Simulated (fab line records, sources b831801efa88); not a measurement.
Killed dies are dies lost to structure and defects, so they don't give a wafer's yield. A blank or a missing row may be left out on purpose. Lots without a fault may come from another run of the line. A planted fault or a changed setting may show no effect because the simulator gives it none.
Chamber matching | flow sky130 | SKY_CONTACT_ETCH_16 on rie_diel-04: 4 sister chambers
The step etches BARC in N2/H2, stops on SiO2, time 45.9 s, target depth 60 nm. 8 wafers are shown with their chamber, then 10 later ones without.

WAFERS WITH THEIR CHAMBER
wafer  | chamber | drypump_motor_current_A (A) | oes_product_au (a.u.)
L076.1 | 1       | 5.5                         | 0.860
L079.1 | 1       | 5.6                         | 0.850
L080.6 | 0       | 5.6                         | 0.851
L081.1 | 3       | 6.6                         | 0.849
L081.2 | 2       | 5.6                         | 0.863
L081.5 | 3       | 6.7                         | 0.851
L084.1 | 0       | 5.6                         | 0.854
L084.2 | 2       | 5.6                         | 0.861

WAFERS WITHOUT THEIR CHAMBER
wafer  | drypump_motor_current_A (A) | oes_product_au (a.u.)
L084.6 | 5.6                         | 0.861
L088.1 | 6.7                         | 0.857
L088.3 | 5.6                         | 0.855
L088.4 | 5.6                         | 0.856
L091.1 | 5.5                         | 0.865
L091.5 | 6.7                         | 0.859
L091.6 | 5.6                         | 0.850
L092.2 | 5.6                         | 0.857
L092.4 | 5.6                         | 0.857
L092.6 | 5.5                         | 0.850

WHICH CHAMBER EACH WENT THROUGH
wafer  | from the rows above          | in truth
L084.6 | can't be placed: 2 or 1 or 0 | 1
L088.1 | 3                            | 3
L088.3 | can't be placed: 0 or 1 or 2 | 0
L088.4 | can't be placed: 0 or 1 or 2 | 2
L091.1 | can't be placed: 2 or 1 or 0 | 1
L091.5 | 3                            | 3
L091.6 | can't be placed: 0 or 1      | 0
L092.2 | can't be placed: 1 or 0 or 2 | 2
L092.4 | can't be placed: 1 or 0 or 2 | 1
L092.6 | can't be placed: 1 or 0      | 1
Placed correctly: 2 of 10. Can't be placed from these rows: 8 (the true chamber is among the candidates in 8). Placed wrongly: 0.
How it was worked out, from the rows above alone: a wafer's distance from a chamber is the root of the sum, over the readings, of the square of ((its reading less the chamber's mean) divided by the reading's scatter). The wafer belongs to the nearest chamber; if the next one is less than 2 further off, it can't be placed. A chamber's mean is the mean of its shown wafers. The scatter: the root of (the sum of the squares of (reading less its chamber's mean) over the shown wafers, divided by (wafers less chambers)).
